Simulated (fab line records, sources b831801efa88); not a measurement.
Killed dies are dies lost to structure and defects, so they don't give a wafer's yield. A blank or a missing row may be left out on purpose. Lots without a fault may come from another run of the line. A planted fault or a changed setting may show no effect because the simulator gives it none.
A sampling plan put to the test | flow gf180mcu | one fab line, 37 faults that these records tell of, each judged on the records of the lots that it struck; 1 more is left out, because the records don't allow judging it
The plan is the line's own looks: the steps of the route at which a gauge or an inspection reads the wafer and doesn't change it. A look can be judged if struck wafers have a number there and the file gives its usual mean and standard deviation on fault-free wafers. Caught: at a look after the fault's first step, the mean of the struck wafers lies 4 or more of those standard deviations (sigma) from the usual mean. On the tool: the same test on the tool's own readings at the fault's steps. Another recipe on the struck wafers, or a record that is blank for them alone, also counts as caught.

THE FAULTS, as the simulator had put them in
1. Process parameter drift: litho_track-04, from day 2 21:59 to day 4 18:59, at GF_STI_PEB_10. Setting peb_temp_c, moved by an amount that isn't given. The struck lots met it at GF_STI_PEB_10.
2. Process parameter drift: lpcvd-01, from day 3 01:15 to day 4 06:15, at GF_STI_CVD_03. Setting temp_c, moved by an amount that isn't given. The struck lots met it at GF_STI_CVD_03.
3. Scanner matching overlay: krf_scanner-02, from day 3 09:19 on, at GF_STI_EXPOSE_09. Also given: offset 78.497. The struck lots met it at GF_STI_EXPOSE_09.
4. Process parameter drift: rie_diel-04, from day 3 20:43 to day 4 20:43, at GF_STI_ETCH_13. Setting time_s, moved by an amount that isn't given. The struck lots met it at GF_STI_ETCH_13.
5. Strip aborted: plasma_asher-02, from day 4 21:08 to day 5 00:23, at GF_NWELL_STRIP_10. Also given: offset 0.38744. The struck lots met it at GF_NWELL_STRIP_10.
6. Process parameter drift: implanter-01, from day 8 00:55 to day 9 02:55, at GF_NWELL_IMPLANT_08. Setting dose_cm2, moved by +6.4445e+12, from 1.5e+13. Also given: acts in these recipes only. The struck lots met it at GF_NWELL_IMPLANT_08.
7. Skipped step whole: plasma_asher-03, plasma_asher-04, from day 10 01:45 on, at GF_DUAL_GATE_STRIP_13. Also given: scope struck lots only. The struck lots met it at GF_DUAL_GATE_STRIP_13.
8. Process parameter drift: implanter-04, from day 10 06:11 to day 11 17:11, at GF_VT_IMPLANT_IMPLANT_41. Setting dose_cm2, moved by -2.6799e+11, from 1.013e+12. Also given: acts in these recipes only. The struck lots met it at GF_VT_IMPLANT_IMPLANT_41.
9. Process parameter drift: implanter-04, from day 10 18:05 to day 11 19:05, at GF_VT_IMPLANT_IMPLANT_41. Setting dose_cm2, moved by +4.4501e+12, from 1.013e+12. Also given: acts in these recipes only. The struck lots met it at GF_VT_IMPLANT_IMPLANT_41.
10. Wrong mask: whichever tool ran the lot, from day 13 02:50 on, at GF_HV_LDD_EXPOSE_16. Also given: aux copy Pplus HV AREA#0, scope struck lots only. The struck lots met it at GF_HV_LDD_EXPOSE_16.
11. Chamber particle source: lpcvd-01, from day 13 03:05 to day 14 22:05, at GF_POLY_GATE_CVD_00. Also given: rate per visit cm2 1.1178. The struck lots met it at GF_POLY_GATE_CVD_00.
12. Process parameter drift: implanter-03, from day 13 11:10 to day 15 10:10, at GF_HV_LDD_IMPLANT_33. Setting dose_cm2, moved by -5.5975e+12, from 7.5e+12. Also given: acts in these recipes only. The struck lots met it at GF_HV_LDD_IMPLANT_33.
13. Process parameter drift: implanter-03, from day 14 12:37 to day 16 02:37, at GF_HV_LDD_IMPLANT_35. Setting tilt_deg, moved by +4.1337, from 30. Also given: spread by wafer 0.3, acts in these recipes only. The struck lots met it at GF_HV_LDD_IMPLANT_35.
14. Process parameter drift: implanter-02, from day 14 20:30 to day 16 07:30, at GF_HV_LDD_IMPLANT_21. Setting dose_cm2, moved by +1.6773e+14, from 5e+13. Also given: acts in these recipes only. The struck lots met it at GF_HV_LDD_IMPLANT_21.
15. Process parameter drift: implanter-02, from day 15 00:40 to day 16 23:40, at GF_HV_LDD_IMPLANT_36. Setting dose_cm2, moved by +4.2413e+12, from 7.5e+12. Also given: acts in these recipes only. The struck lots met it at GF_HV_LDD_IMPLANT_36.
16. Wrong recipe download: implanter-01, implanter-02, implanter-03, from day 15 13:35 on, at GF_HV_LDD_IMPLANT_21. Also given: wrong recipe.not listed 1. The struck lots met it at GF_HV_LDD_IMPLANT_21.
17. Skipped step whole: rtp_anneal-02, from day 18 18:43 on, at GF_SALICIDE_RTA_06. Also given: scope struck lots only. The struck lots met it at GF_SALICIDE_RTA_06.
18. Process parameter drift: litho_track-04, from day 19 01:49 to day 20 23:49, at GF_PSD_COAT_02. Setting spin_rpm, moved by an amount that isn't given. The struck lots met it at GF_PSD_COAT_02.
19. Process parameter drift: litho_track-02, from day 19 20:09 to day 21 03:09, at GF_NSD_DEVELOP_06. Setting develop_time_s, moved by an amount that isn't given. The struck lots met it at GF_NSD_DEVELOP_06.
20. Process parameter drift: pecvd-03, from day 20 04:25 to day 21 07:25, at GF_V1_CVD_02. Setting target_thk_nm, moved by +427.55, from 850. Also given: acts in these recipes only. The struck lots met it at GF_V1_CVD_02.
21. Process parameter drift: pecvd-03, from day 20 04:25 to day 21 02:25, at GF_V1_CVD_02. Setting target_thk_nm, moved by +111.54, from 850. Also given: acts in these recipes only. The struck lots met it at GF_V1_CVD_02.
22. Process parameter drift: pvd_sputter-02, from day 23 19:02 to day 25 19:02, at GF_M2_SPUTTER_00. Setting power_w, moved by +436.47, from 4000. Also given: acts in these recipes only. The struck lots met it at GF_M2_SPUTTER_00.
23. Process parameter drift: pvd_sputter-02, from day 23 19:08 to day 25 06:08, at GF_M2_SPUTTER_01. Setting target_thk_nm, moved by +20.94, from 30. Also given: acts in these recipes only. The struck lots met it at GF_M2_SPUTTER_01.
24. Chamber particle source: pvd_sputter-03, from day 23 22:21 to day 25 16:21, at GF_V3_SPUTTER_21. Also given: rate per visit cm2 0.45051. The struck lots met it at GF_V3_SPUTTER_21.
25. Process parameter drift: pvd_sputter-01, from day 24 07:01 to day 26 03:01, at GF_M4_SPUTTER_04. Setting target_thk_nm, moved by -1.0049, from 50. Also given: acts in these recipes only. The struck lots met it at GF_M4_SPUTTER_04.
26. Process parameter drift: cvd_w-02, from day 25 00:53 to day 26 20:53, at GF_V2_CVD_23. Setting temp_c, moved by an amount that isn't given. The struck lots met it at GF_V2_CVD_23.
27. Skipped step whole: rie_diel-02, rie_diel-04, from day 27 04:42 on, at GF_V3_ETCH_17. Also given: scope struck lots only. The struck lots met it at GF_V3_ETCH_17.
28. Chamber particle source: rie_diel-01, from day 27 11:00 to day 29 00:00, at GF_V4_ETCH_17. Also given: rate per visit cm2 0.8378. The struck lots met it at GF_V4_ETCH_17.
29. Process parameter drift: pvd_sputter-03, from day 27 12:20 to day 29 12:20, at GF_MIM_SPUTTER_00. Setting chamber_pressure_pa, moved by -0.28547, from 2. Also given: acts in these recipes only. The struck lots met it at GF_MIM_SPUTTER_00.
30. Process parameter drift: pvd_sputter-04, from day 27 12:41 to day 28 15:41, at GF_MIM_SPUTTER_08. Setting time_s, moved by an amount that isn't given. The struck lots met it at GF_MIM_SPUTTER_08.
31. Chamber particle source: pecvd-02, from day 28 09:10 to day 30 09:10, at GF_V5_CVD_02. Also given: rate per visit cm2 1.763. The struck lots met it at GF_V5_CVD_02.
32. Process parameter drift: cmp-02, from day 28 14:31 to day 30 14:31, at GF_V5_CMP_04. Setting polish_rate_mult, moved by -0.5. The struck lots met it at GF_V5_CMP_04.
33. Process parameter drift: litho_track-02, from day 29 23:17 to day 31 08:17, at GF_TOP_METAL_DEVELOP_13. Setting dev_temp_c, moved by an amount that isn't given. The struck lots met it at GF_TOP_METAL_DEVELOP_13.
34. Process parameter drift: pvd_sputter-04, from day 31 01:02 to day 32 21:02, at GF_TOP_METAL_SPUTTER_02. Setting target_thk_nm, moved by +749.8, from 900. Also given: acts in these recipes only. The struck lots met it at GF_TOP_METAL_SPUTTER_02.
35. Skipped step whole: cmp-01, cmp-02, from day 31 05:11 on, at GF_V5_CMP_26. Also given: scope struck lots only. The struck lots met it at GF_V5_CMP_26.
36. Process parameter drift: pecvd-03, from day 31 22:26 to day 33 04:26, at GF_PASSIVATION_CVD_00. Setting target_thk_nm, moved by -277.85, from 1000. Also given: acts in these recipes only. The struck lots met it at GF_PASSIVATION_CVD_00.
37. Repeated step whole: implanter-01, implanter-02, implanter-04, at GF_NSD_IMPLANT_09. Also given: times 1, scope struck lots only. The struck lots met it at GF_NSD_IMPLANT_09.

WHAT THE PLAN SAW
fault | on the tool itself                               | first look that catches it                      | reading, sigma                                    | median hours from its first step to that look | hours from the fault's start to the first struck lot there | judged looks passed uncaught
1     | heater_power_total_W -99 or beyond sigma         | GF_STI_CD_MEAS_12                               | cd_nm +29                                         | 0.3                                           | 15                                                         | 0
2     | susceptor_temp_C +20 sigma                       | GF_STI_THK_MEAS_04                              | STI_CVD_03_THK +22                                | 2.5                                           | 4                                                          | 0
3     | no reading that can be judged                    | no look after it can be judged                  | -                                                 | -                                             | -                                                          | 0
4     | run_length_s -18 sigma                           | no look after it can be judged                  | -                                                 | -                                             | -                                                          | 0
5     | oes_product_au +53 sigma                         | not the one look that can be judged after it    | -                                                 | -                                             | -                                                          | 1
6     | dose_ions_cm2 +99 or beyond sigma                | GF_NWELL_TW_MEAS_11                             | NWELL_TW +15                                      | 0.4                                           | 2                                                          | 0
7     | the tool's record is blank for the struck wafers | no look after it can be judged                  | -                                                 | -                                             | -                                                          | 0
8     | dose_ions_cm2 -99 or beyond sigma                | GF_VT_IMPLANT_TW_MEAS_43                        | VT_IMPLANT_4_TW -9.7                              | 0.2                                           | 7                                                          | 0
9     | dose_ions_cm2 +99 or beyond sigma                | GF_VT_IMPLANT_TW_MEAS_43                        | VT_IMPLANT_4_TW +72                               | 0.2                                           | 5                                                          | 0
10    | under 2 sigma                                    | GF_HV_LDD_TW_MEAS_23                            | HV_LDD_2_TW -99 or beyond                         | 10.0                                          | 13                                                         | 0
11    | under 2 sigma                                    | not the one look that can be judged after it    | -                                                 | -                                             | -                                                          | 1
12    | dose_ions_cm2 -99 or beyond sigma                | GF_HV_LDD_TW_MEAS_38                            | HV_LDD_3_TW -6.7                                  | 0.7                                           | 12                                                         | 0
13    | under 2 sigma                                    | no look after it can be judged                  | -                                                 | -                                             | -                                                          | 0
14    | dose_ions_cm2 +99 or beyond sigma                | GF_HV_LDD_TW_MEAS_23                            | HV_LDD_2_TW +60                                   | 0.2                                           | 5                                                          | 0
15    | dose_ions_cm2 +99 or beyond sigma                | GF_HV_LDD_TW_MEAS_38                            | HV_LDD_3_TW +4.1                                  | 0.2                                           | 12                                                         | 0
16    | no reading that can be judged                    | GF_HV_LDD_TW_MEAS_23                            | HV_LDD_2_TW -38                                   | 0.2                                           | 5                                                          | 0
17    | the tool's record is blank for the struck wafers | no look after it can be judged                  | -                                                 | -                                             | -                                                          | 0
18    | spin_speed_rpm -99 or beyond sigma               | not the one look that can be judged after it    | strongest: cd_nm at GF_PSD_CD_MEAS_07, -3.7       | -                                             | -                                                          | 1
19    | no reading that can be judged                    | GF_NSD_TW_MEAS_12                               | NSD_TW -95                                        | 0.7                                           | 16                                                         | 0
20    | under 2 sigma                                    | GF_V1_THK_MEAS_03                               | V1_CVD_02_THK +35                                 | 0.1                                           | 6                                                          | 0
21    | under 2 sigma                                    | GF_V1_THK_MEAS_03                               | V1_CVD_02_THK +9.0                                | 0.1                                           | 6                                                          | 0
22    | cathode_dc_power_W +99 or beyond sigma           | no look after it can be judged                  | -                                                 | -                                             | -                                                          | 0
23    | under 2 sigma                                    | no look after it can be judged                  | -                                                 | -                                             | -                                                          | 0
24    | under 2 sigma                                    | no look after it can be judged                  | -                                                 | -                                             | -                                                          | 0
25    | under 2 sigma                                    | none of the 7 looks that can be judged after it | -                                                 | -                                             | -                                                          | 7
26    | susceptor_temp_C +15 sigma                       | none of the 2 looks that can be judged after it | strongest: V2_W_RS at GF_V2_RS_MEAS_24, -2.6      | -                                             | -                                                          | 2
27    | the tool's record is blank for the struck wafers | no look after it can be judged                  | -                                                 | -                                             | -                                                          | 0
28    | under 2 sigma                                    | no look after it can be judged                  | -                                                 | -                                             | -                                                          | 0
29    | chamber_pressure_pa -69 sigma                    | no look after it can be judged                  | -                                                 | -                                             | -                                                          | 0
30    | under 2 sigma                                    | none of the 2 looks that can be judged after it | -                                                 | -                                             | -                                                          | 2
31    | under 2 sigma                                    | no look after it can be judged                  | -                                                 | -                                             | -                                                          | 0
32    | under 2 sigma                                    | no look after it can be judged                  | -                                                 | -                                             | -                                                          | 0
33    | developer_temp_C -18 sigma                       | not the one look that can be judged after it    | strongest: cd_nm at GF_TOP_METAL_CD_MEAS_14, -2.8 | -                                             | -                                                          | 1
34    | under 2 sigma                                    | GF_TOP_METAL_RS_MEAS_05                         | TOP_METAL_ALCU_RS -37                             | 0.1                                           | 8                                                          | 0
35    | no reading that can be judged                    | no look after it can be judged                  | -                                                 | -                                             | -                                                          | 0
36    | under 2 sigma                                    | GF_PASSIVATION_THK_MEAS_01                      | PASSIVATION_CVD_00_THK -18                        | 0.1                                           | 24                                                         | 0
37    | no reading that can be judged                    | GF_PSD_RS_MEAS_14                               | NSD_RS -26                                        | 23.9                                          | -                                                          | 0
A dash: the fault isn't caught, or these records don't give the number.

Caught at a look: 16 of 37. Caught on the tool: 18 of 37. By one or the other: 26 of 37.
Caught on the tool alone: faults 4, 5, 7, 17, 18, 22, 26, 27, 29, 33.
Caught at a look alone: faults 10, 16, 19, 20, 21, 34, 36, 37.
Caught by neither: faults 3, 11, 13, 23, 24, 25, 28, 30, 31, 32, 35.

THINNER SAMPLING
If the look that catches a fault measured only every second or every third lot, by lot number, the first struck lot would be measured this late in the worst case:
fault | struck lots at that look, in order of time | every lot | every second lot | every third lot
1     | L249, L250, L252                           | 15 h      | 21 h             | may miss all 3
2     | L845, L848                                 | 4 h       | 22 h             | may miss all 2
6     | L152, L154                                 | 2 h       | may miss all 2   | may miss all 2
8     | L737, L739, L741                           | 7 h       | may miss all 3   | 32 h
9     | L474, L476                                 | 5 h       | may miss all 2   | may miss all 2
10    | L737                                       | 13 h      | may miss it      | may miss it
12    | L984, L987                                 | 12 h      | 40 h             | may miss all 2
14    | L195, L196                                 | 5 h       | 13 h             | may miss all 2
15    | L923, L925, L926                           | 12 h      | 31 h             | may miss all 3
16    | L587, L588, L589, L590                     | 5 h       | 12 h             | 15 h
19    | L920, L922                                 | 16 h      | may miss all 2   | may miss all 2
20    | L498, L499                                 | 6 h       | 9 h              | may miss all 2
21    | L968, L969                                 | 6 h       | 9 h              | may miss all 2
34    | L287, L288                                 | 8 h       | 14 h             | may miss all 2
36    | L446, L447                                 | 24 h      | 27 h             | may miss all 2
Hours are from the fault's start to the first struck lot that is measured. The limit of 4 sigma was tested on all struck wafers together, so one lot alone may lie under it. Other struck lots may not be in these records.

THE LONGEST TIMED WAY FROM STEP TO LOOK
Fault 37: a median of 23.9 hours passes between GF_NSD_IMPLANT_09 and GF_PSD_RS_MEAS_14. No look between them can be judged.
